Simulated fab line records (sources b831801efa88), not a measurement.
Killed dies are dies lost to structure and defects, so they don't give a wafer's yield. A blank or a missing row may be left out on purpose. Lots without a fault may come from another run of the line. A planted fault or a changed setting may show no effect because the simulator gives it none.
fab line records	flow sky130
record lots=12	wafers=36	lastDay=50
route steps=708 shown RES_XHIGH@340 METAL3@566 VIA3@575 PASSIVATION@693 PAD_OPEN@708
lots that met no fault: from a run of the same line without faults
startH: start of the lot's first displayed wafer, in hours after the record's first day	waitH: hours from the lot's prior step to this one	" unchanged from the row above	L1.1+2: a single row standing in for several wafers	- value missing, or start not given	* or withheld: withheld	< > ~ a bound
route shown NAME@n: names a module that has steps shown in the file, with the first one's number in the route	usual: mean/standard deviation taken from wafers without a fault	same: alike in all rows	chamber/n: place in a boat	sites: per-site readings	_std_site: how widely they spread, as a standard deviation	_edge_site: inner sites' mean taken away from outer sites' mean	radiusMm: how far each site lies from the wafer's centre	mask NAME#n: copy n	behind: the tool/chamber that last shaped the wafer	hold: what put the lot on hold/how long, in hours/how the hold closed	device: transistor that didn't switch, given as n, p or np	end of line: tests run on the same wafers once the route is complete	a step without rows: its recipe alone	killed: at the first sort, the dies lost to defects and structure; wafer yield is something else	map: shows each die of a wafer: x if killed, . if not, _ if none is there
set.NAME: setting as actually run; set.NAME@STEP: the setting as run at that earlier step	model.NAME: the simulator's own value behind a step, which no gauge read
route steps across a sampled set of lots; one table per step, one row per wafer
services: a tool's chamber out of use, with start hour (startH, from the record's first day; less than 0 if before it), hours out, and reason
## steps
# step SKY_RES_XHIGH_STRIP_08
# recipe chemistry=O2/N2	powerW=1400	pressureMtorr=1500	platenTempC=withheld	o2FlowSccm=3000	n2FlowSccm=300	overashFraction=0.5
# usual drypumpMotorCurrentA=5.7/0.35	n2FlowSccm=300.0/0.78	oesProductAu=0.711/0.0048	stripTimeToEndpointS=14.29/0.047
lot.wafer	tool	chamber	startH	waitH	drypumpMotorCurrentA	n2FlowSccm	oesProductAu	rfHoursCounterH	stripTimeToEndpointS
L492.1	plasmaAsher-03	0	617.94	0.1	5.7	300.8	0.706	49	14.25
L492.2	"	1	"	"	6.1	300.2	0.709	49	14.18
L492.6	"	0	"	"	5.7	301.1	0.702	-	14.23
L494.1	plasmaAsher-02	0	638.63	0.1	5.2	300.3	0.708	94	14.33
L494.3	"	1	"	"	5.9	300.2	0.710	-	14.36
L494.4	"	0	"	"	5.2	301.3	0.709	-	14.33
L495.1	plasmaAsher-03	0	645.68	0.1	5.7	300.2	0.707	52	14.26
L495.2	"	1	"	"	6.1	299.9	0.710	52	14.34
L495.6	"	1	"	"	6.1	301.3	0.717	-	14.31
L496.4	plasmaAsher-02	0	659.07	0.1	5.2	299.7	0.698	-	14.27
L496.5	"	0	"	"	5.2	299.6	0.715	-	14.32
L496.6	"	1	"	"	5.9	299.7	0.711	-	14.36
L497.1	plasmaAsher-03	1	665.33	0.1	6.1	300.0	0.717	54	14.33
L497.3	"	0	"	"	5.7	299.8	0.718	-	14.25
L497.6	"	1	"	"	6.1	300.3	0.710	-	14.30
L498.2	plasmaAsher-04	0	673.14	0.1	5.1	301.3	0.707	87	14.30
L498.5	"	1	"	"	5.6	299.3	0.715	-	14.25
L498.6	"	0	"	"	5.1	300.1	0.710	-	14.26
L499.2	plasmaAsher-04	0	675.58	0.1	5.1	300.7	0.711	87	14.25
L499.3	"	1	"	"	5.6	301.2	0.714	-	14.26
L499.4	"	0	"	"	5.1	299.2	0.712	-	14.29
L501.1	plasmaAsher-03	0	708.93	0.1	5.7	300.8	0.716	58	14.24
L501.2	"	1	"	"	6.1	300.2	0.701	58	14.25
L501.5	"	1	"	"	6.1	300.7	0.709	-	14.29
L505.1	plasmaAsher-03	0	741.18	0.1	5.7	299.5	0.712	61	14.34
L505.2	"	1	"	"	6.1	298.7	0.707	61	14.31
L505.6	"	1	"	"	6.1	299.5	0.716	-	14.32
L506.1	plasmaAsher-03	0	742.68	0.1	5.7	301.3	0.707	62	14.25
L506.3	"	1	"	"	6.1	299.2	0.706	-	14.25
L506.4	"	0	"	"	5.7	301.5	0.719	-	14.24
L507.2	plasmaAsher-03	0	754.53	0.1	5.7	300.5	0.701	63	14.26
L507.5	"	0	"	"	5.7	300.6	0.710	-	14.30
L507.6	"	1	"	"	6.1	300.1	0.723	-	14.24
L513.2	plasmaAsher-04	1	791.44	0.1	5.6	299.1	0.708	99	14.33
L513.3	"	1	"	"	5.6	299.9	0.718	-	14.32
L513.6	"	1	"	"	5.6	299.8	0.712	-	14.31
# step SKY_METAL3_ETCH_16
# recipe chemistry=N2/H2	target=BARC	ionEnergyEv=200	biasW=100	pressureMtorr=30	n2FlowSccm=100	h2FlowSccm=200	icpW=500	stopOn=SiO2	timeS=88.2	targetDepthA=600
# usual drypumpMotorCurrentA=5.5/0.39	n2FlowSccm=99.94/0.3	oesProductAu=0.625/0.0041	throttleValvePct=13.204/0.0099
lot.wafer	tool	chamber	startH	waitH	drypumpMotorCurrentA	n2FlowSccm	oesProductAu	rfHoursCounterH	throttleValvePct
L492.1	rieMetal-02	0	904.07	0.0	6.2	99.31	0.630	9	13.183
L492.2	"	1	"	"	5.3	99.63	0.634	7	13.207
L492.6	"	1	"	"	5.2	99.46	0.633	-	13.211
L494.1	rieMetal-02	1	921.62	0.0	5.3	99.60	0.626	8	13.202
L494.3	"	1	"	"	5.3	99.80	0.619	-	13.185
L494.4	"	0	"	"	6.2	99.93	0.628	-	13.208
L495.1	rieMetal-03	1	929.81	0.0	5.7	100.09	0.628	10	13.218
L495.2	"	0	"	"	5.2	100.26	0.625	8	13.225
L495.6	"	0	"	"	5.2	99.79	0.620	-	13.206
L496.4	rieMetal-02	1	939.59	0.0	5.3	100.24	0.624	-	13.200
L496.5	"	1	"	"	5.3	100.57	0.629	-	13.210
L496.6	"	0	"	"	6.2	99.89	0.635	-	13.221
L497.1	rieMetal-03	1	951.01	0.0	5.7	99.56	0.625	11	13.206
L497.3	"	0	"	"	5.2	99.39	0.629	-	13.211
L497.6	"	0	"	"	5.2	99.55	0.620	-	13.213
L498.2	rieMetal-02	0	951.96	0.0	6.2	100.39	0.626	12	13.203
L498.5	"	0	"	"	6.2	100.57	0.622	-	13.205
L498.6	"	1	"	"	5.3	100.06	0.625	-	13.192
L499.2	rieMetal-01	1	952.98	0.1	5.1	99.81	0.629	-	13.186
L499.3	"	1	"	"	5.1	100.39	0.625	-	13.195
L499.4	"	1	"	"	5.1	99.58	0.621	-	13.197
L501.1	rieMetal-01	0	983.27	0.0	5.2	100.26	0.626	1	13.194
L501.2	"	1	"	"	5.1	100.05	0.623	13	13.211
L501.5	"	1	"	"	5.1	99.60	0.627	-	13.188
L505.1	rieMetal-01	0	1013.02	0.0	5.2	100.20	0.626	3	13.184
L505.2	"	1	"	"	5.1	100.08	0.624	14	13.201
L505.6	"	1	"	"	5.1	100.10	0.623	-	13.195
L506.1	rieMetal-02	1	1013.87	0.0	5.3	99.69	0.627	12	13.203
L506.3	"	0	"	"	6.2	99.10	0.629	-	13.188
L506.4	"	1	"	"	5.3	99.59	0.631	-	13.191
L507.2	rieMetal-03	0	1023.52	0.0	5.2	99.93	0.630	14	13.197
L507.5	"	1	"	"	5.7	99.83	0.623	-	13.216
L507.6	"	0	"	"	5.2	100.38	0.626	-	13.209
L513.2	rieMetal-01	0	1056.27	0.0	5.2	100.36	0.618	5	13.209
L513.3	"	0	"	"	5.2	99.80	0.624	-	13.203
L513.6	"	0	"	"	5.2	99.87	0.623	-	13.197
# step SKY_VIA3_CMP_02
# recipe material=SiO2	downForcePsi=4	platenRpm=60	padVelocityMS=0.94248
# usual motorCurrentA=12.5/1.2	platenRpm=60.00/0.045
lot.wafer	tool	chamber	startH	waitH	motorCurrentA	platenRpm
L492.1	cmp-02	3	905.18	0.1	13.7	60.00
L492.2	"	2	"	"	13.1	59.99
L492.6	"	0	"	"	10.7	59.91
L494.3	cmp-02	2	922.90	0.2	13.5	59.96
L494.4	"	0	"	"	11.0	60.04
L494.1	"	1	"	"	14.2	60.01
L495.1	cmp-02	1	930.97	0.1	13.9	59.98
L495.2	"	3	"	"	13.3	60.03
L495.6	"	1	"	"	14.4	59.91
L496.4	cmp-01	3	941.00	0.2	12.4	60.05
L496.5	"	0	"	"	12.9	59.97
L496.6	"	1	"	"	11.0	60.02
L497.1	cmp-01	1	952.39	0.1	10.9	60.05
L497.3	"	2	"	"	11.9	60.03
L497.6	"	2	"	"	11.4	60.01
L498.2	cmp-01	0	953.29	0.1	12.5	60.03
L498.6	"	2	"	"	11.9	60.03
L498.5	"	3	"	"	12.6	59.94
L499.2	cmp-02	2	954.28	0.0	13.0	60.00
L499.3	"	3	"	"	13.1	60.00
L499.4	"	0	"	"	10.7	60.04
L501.2	cmp-01	0	984.39	0.0	12.6	59.97
L501.1	"	2	"	"	11.4	60.04
L501.5	"	1	"	"	10.6	59.92
L505.1	cmp-01	3	1014.22	0.1	12.2	60.06
L505.2	"	1	"	"	11.3	60.02
L505.6	"	0	"	"	12.9	60.03
L506.3	cmp-01	2	1015.03	0.1	12.0	59.98
L506.4	"	3	"	"	12.0	60.00
L506.1	"	0	"	"	12.7	60.07
L507.2	cmp-02	0	1024.77	0.1	11.0	60.09
L507.6	"	3	"	"	13.4	60.02
L507.5	"	0	"	"	11.0	59.97
L513.2	cmp-02	0	1057.70	0.3	10.9	59.89
L513.3	"	1	"	"	13.8	60.01
L513.6	"	0	"	"	11.2	59.97
# step SKY_PASSIVATION_STRIP_12
# recipe chemistry=O2/N2	powerW=1400	pressureMtorr=1500	platenTempC=withheld	overashFraction=0.7	o2FlowSccm=3000	n2FlowSccm=300
# usual drypumpMotorCurrentA=5.6/0.36	n2FlowSccm=300.1/0.93	oesProductAu=0.660/0.005	stripTimeToEndpointS=31.47/0.19
lot.wafer	tool	chamber	startH	waitH	drypumpMotorCurrentA	n2FlowSccm	oesProductAu	rfHoursCounterH	stripTimeToEndpointS
L492.1	plasmaAsher-03	1	1055.89	0.2	6.1	301.0	0.658	93	31.70
L492.2	"	0	"	"	5.7	300.7	0.662	93	31.44
L492.6	"	1	"	"	6.1	299.7	0.675	-	31.37
L494.1	plasmaAsher-04	1	1071.29	0.1	5.6	299.4	0.662	1	31.64
L494.3	"	0	"	"	5.1	299.8	0.652	-	31.66
L494.4	"	1	"	"	5.6	299.9	0.652	-	31.45
L495.1	plasmaAsher-03	1	1076.34	0.1	6.1	300.9	0.658	96	31.24
L495.2	"	0	"	"	5.7	302.1	0.659	96	31.30
L495.6	"	1	"	"	6.1	299.3	0.662	-	31.38
L496.4	plasmaAsher-04	1	1088.72	0.0	5.7	301.0	0.668	-	31.43
L496.5	"	0	"	"	5.1	299.4	0.665	-	31.12
L496.6	"	1	"	"	5.6	300.6	0.658	-	31.38
L497.1	plasmaAsher-04	0	1096.29	0.1	5.1	299.3	0.670	3	31.76
L497.3	"	0	"	"	5.1	300.5	0.661	-	31.37
L497.6	"	0	"	"	5.1	301.8	0.660	-	31.65
L499.2	plasmaAsher-03	1	1097.54	0.1	6.1	300.0	0.655	98	31.30
L499.3	"	0	"	"	5.7	300.2	0.661	-	31.15
L499.4	"	1	"	"	6.1	300.6	0.668	-	31.50
L498.2	plasmaAsher-02	0	1098.54	0.1	5.1	298.7	0.662	33	31.63
L498.5	"	1	"	"	5.9	300.0	0.663	-	31.61
L498.6	"	0	"	"	5.1	299.8	0.662	-	31.47
L501.1	plasmaAsher-02	1	1121.29	0.1	5.9	300.6	0.667	35	31.50
L501.2	"	0	"	"	5.2	300.1	0.655	35	31.73
L501.5	"	0	"	"	5.1	299.9	0.660	-	31.68
L505.1	plasmaAsher-04	1	1146.44	0.1	5.6	299.1	0.675	8	31.31
L505.2	"	0	"	"	5.1	300.4	0.668	8	31.58
L505.6	"	1	"	"	5.6	299.0	0.654	-	31.68
L506.1	plasmaAsher-04	1	1147.35	0.1	5.6	298.4	0.658	8	31.62
L506.3	"	0	"	"	5.1	301.0	0.655	-	31.33
L506.4	"	1	"	"	5.6	300.9	0.660	-	31.24
L507.2	plasmaAsher-03	0	1155.65	0.1	5.7	300.2	0.658	103	31.29
L507.5	"	0	"	"	5.7	300.4	0.661	-	31.39
L507.6	"	1	"	"	6.1	300.4	0.662	-	31.19
L513.2	plasmaAsher-02	0	1181.29	0.1	5.2	299.8	0.655	41	31.63
L513.3	"	1	"	"	5.9	301.6	0.654	-	31.45
L513.6	"	0	"	"	5.2	299.6	0.658	-	31.31
# step SKY_PAD_OPEN_PROBE_99
# usual killed_at_M0_to_M3=44/7.3	killed_at_M4_up=3.3/1.8	killedAtContacts=24/5.3	killedAtFrontEnd=16/5	killedAtOther=0.2/0.51	killedDies=87/10	killedOpen=47/7.5	killedShort=40/6.3
# same grossDies=492	killedAtBackSide=0
lot.wafer	tool	chamber	startH	waitH	hold	killed_at_M0_to_M3	killed_at_M4_up	killedAtContacts	killedAtFrontEnd	killedAtOther	killedDies	killedOpen	killedShort
L497.1	prober-01	-	1119.35	0.1	-	40	2	23	14	0	79	47	32
L497.3	prober-01	-	1119.45	0.2	-	35	2	24	28	0	89	47	39
L497.6	prober-01	-	1119.60	0.2	-	35	3	26	14	1	79	32	47
L505.1	prober-01	-	1166.36	0.1	-	54	1	30	25	0	110	64	46
L505.2	prober-01	-	1166.41	0.1	-	47	0	28	21	0	96	56	40
L505.6	prober-01	-	1166.61	0.2	-	45	5	27	21	0	98	54	44
L506.1	prober-02	-	1167.45	0.1	awaitDispo/6.5h/release	47	4	21	20	27	119	49	43
L506.3	prober-02	-	1167.55	0.2	awaitDispo/6.5h/release	42	6	19	13	62	142	40	42
L506.4	prober-02	-	1167.60	0.2	awaitDispo/6.5h/release	45	5	17	23	26	116	45	45
L507.2	prober-01	-	1175.27	0.1	awaitDispo/6.1h/release	41	5	13	13	25	97	40	32
L507.5	prober-01	-	1175.42	0.2	awaitDispo/6.1h/release	39	3	21	15	25	103	40	38
L507.6	prober-01	-	1175.47	0.2	awaitDispo/6.1h/release	35	3	21	18	64	141	39	38
L513.2	prober-01	-	1199.94	0.1	-	52	0	20	18	0	90	41	49
L513.3	prober-01	-	1199.99	0.2	-	49	4	16	14	0	83	48	35
L513.6	prober-01	-	1200.14	0.2	-	39	1	25	5	1	71	35	36
# killed by level:class
L497.1 VIA1:geometricParticle:open=11 CONTACT:geometricParticle:open=10 LI_CONTACT:geometricParticle:open=6 VIA3:geometricParticle:open=6 VIA2:geometricParticle:open=5 FIELD_ISO:geometricParticle:short=4 POLY_GATE:geometricParticle:short=4 LI_CONTACT:geometricParticle:short=4
L497.3 VIA1:geometricParticle:open=9 POLY_GATE:geometricParticle:open=7 VIA3:geometricParticle:open=7 CONTACT:geometricParticle:open=7 METAL1:geometricParticle:short=7 CONTACT:geometricParticle:short=6 LI_CONTACT:geometricParticle:open=5 METAL2:geometricParticle:short=5
L497.6 LOCAL_INTERCONNECT:geometricParticle:short=8 VIA1:geometricParticle:short=8 LI_CONTACT:geometricParticle:open=7 VIA1:geometricParticle:open=6 FIELD_ISO:geometricParticle:short=5 CONTACT:geometricParticle:open=5 METAL2:geometricParticle:short=4 VIA2:geometricParticle:open=4
L505.1 CONTACT:geometricParticle:open=13 VIA1:geometricParticle:open=13 VIA2:geometricParticle:open=9 VIA3:geometricParticle:open=9 FIELD_ISO:geometricParticle:open=7 METAL2:geometricParticle:short=7 LI_CONTACT:geometricParticle:open=6 VIA1:geometricParticle:short=5
L505.2 CONTACT:geometricParticle:open=11 LI_CONTACT:geometricParticle:open=10 VIA1:geometricParticle:open=10 METAL2:geometricParticle:short=9 VIA3:geometricParticle:open=8 FIELD_ISO:geometricParticle:short=6 FIELD_ISO:geometricParticle:open=6 VIA2:geometricParticle:open=6
L505.6 LI_CONTACT:geometricParticle:open=9 VIA1:geometricParticle:open=9 CONTACT:geometricParticle:short=7 VIA2:geometricParticle:open=7 FIELD_ISO:geometricParticle:short=6 METAL2:geometricParticle:short=6 VIA3:geometricParticle:open=6 POLY_GATE:geometricParticle:open=5
L506.1 RES_XHIGH:unspecified=27 METAL2:geometricParticle:short=11 CONTACT:geometricParticle:open=9 VIA1:geometricParticle:open=8 VIA2:geometricParticle:open=8 METAL1:geometricParticle:short=8 FIELD_ISO:geometricParticle:open=7 LI_CONTACT:geometricParticle:open=5
L506.3 RES_XHIGH:unspecified=60 VIA1:geometricParticle:open=10 VIA3:geometricParticle:open=7 METAL1:geometricParticle:short=6 LI_CONTACT:geometricParticle:short=5 CONTACT:geometricParticle:short=5 CONTACT:geometricParticle:open=4 VIA1:geometricParticle:short=4
L506.4 RES_XHIGH:unspecified=26 VIA1:geometricParticle:open=12 CONTACT:geometricParticle:open=8 METAL1:geometricParticle:short=6 METAL2:geometricParticle:short=6 FIELD_ISO:geometricParticle:short=5 POLY_GATE:geometricParticle:short=5 LI_CONTACT:geometricParticle:open=5
L507.2 RES_XHIGH:unspecified=25 VIA1:geometricParticle:open=9 VIA3:geometricParticle:open=7 METAL2:geometricParticle:short=7 POLY_GATE:geometricParticle:open=5 LI_CONTACT:geometricParticle:open=5 METAL2:geometricParticle:open=5 VIA1:geometricParticle:short=4
L507.5 RES_XHIGH:unspecified=25 CONTACT:geometricParticle:open=8 METAL2:geometricParticle:short=8 VIA1:geometricParticle:short=7 VIA3:geometricParticle:open=7 VIA1:geometricParticle:open=5 LI_CONTACT:geometricParticle:open=5 CONTACT:geometricParticle:short=5
L507.6 RES_XHIGH:unspecified=64 LI_CONTACT:geometricParticle:open=7 VIA1:geometricParticle:open=7 POLY_GATE:geometricParticle:open=6 LOCAL_INTERCONNECT:geometricParticle:short=6 METAL2:geometricParticle:short=6 VIA3:geometricParticle:open=6 CONTACT:geometricParticle:open=5
L513.2 METAL1:geometricParticle:short=11 VIA1:geometricParticle:open=9 METAL2:geometricParticle:short=8 LI_CONTACT:geometricParticle:open=7 VIA3:geometricParticle:open=7 FIELD_ISO:geometricParticle:short=5 VIA3:geometricParticle:short=5 POLY_GATE:geometricParticle:open=4
L513.3 VIA3:geometricParticle:open=10 CONTACT:geometricParticle:open=8 VIA1:geometricParticle:open=8 METAL1:geometricParticle:short=7 VIA2:geometricParticle:open=6 VIA1:geometricParticle:short=5 POLY_GATE:geometricParticle:short=4 POLY_GATE:geometricParticle:open=4
L513.6 LI_CONTACT:geometricParticle:open=8 VIA1:geometricParticle:open=8 CONTACT:geometricParticle:short=6 METAL1:geometricParticle:short=6 VIA3:geometricParticle:open=6 VIA3:geometricParticle:short=5 LOCAL_INTERCONNECT:geometricParticle:short=4 CONTACT:geometricParticle:open=4
## services
tool	chamber	startH	hours	kind
cmp-02	-	597.26	1.7	repair
cmp-02	-	631.57	1.5	repair
plasmaAsher-04	-	660.70	3.5	repair
cmp-01	-	703.47	0.6	repair
plasmaAsher-04	-	704.86	4.5	repair
cmp-01	-	719.75	0.9	repair
cmp-02	-	744.34	4.0	pm
cmp-01	-	755.97	0.5	repair
cmp-01	-	759.96	2.9	repair
cmp-02	-	764.69	0.8	repair
plasmaAsher-03	-	767.61	3.6	repair
cmp-02	-	772.91	6.7	repair
cmp-01	-	805.76	1.3	repair
plasmaAsher-04	-	820.85	1.5	repair
cmp-02	-	832.83	4.5	repair
cmp-02	-	837.77	9.1	pm
cmp-01	-	857.19	9.5	pm
cmp-01	-	914.30	7.6	pm
cmp-01	-	921.89	4.0	pm
plasmaAsher-03	-	928.35	1.0	repair
cmp-02	-	931.82	4.7	repair
plasmaAsher-03	-	934.25	2.8	pm
cmp-01	-	966.87	11.3	pm
plasmaAsher-04	-	1055.25	9.0	pm
## key
firstSign step=SKY_PAD_OPEN_PROBE_99	reading=killedAtOther	direction=up	sigmas=38	usual=0.2	struck=38.2
effect step=SKY_PAD_OPEN_PROBE_99	reading=killedDies	direction=up	sigmas=3.2	usual=87	struck=120	wafersMoved=5
metAt SKY_RES_XHIGH_STRIP_08
struckLots L506,L507
testerLeftOut L506,L507
notActingAt SKY_METAL3_ETCH_16,SKY_VIA3_CMP_02,SKY_PASSIVATION_STRIP_12
onsetBetween 741.18 742.68
fault kind=chamberParticleSource	tool=plasmaAsher-03	chamber=-	onsetH=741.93	steps=SKY_RES_XHIGH_STRIP_08	ratePerVisitCm2=1.2333	endH=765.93
# testerLeftOut: of these lots the tester's yield and bins aren't shown, on N5 and GAA mostly nor the transistor test; their killed dies are dies lost to structure and defects alone, not to doping, threshold or leakage, so they don't give the yield
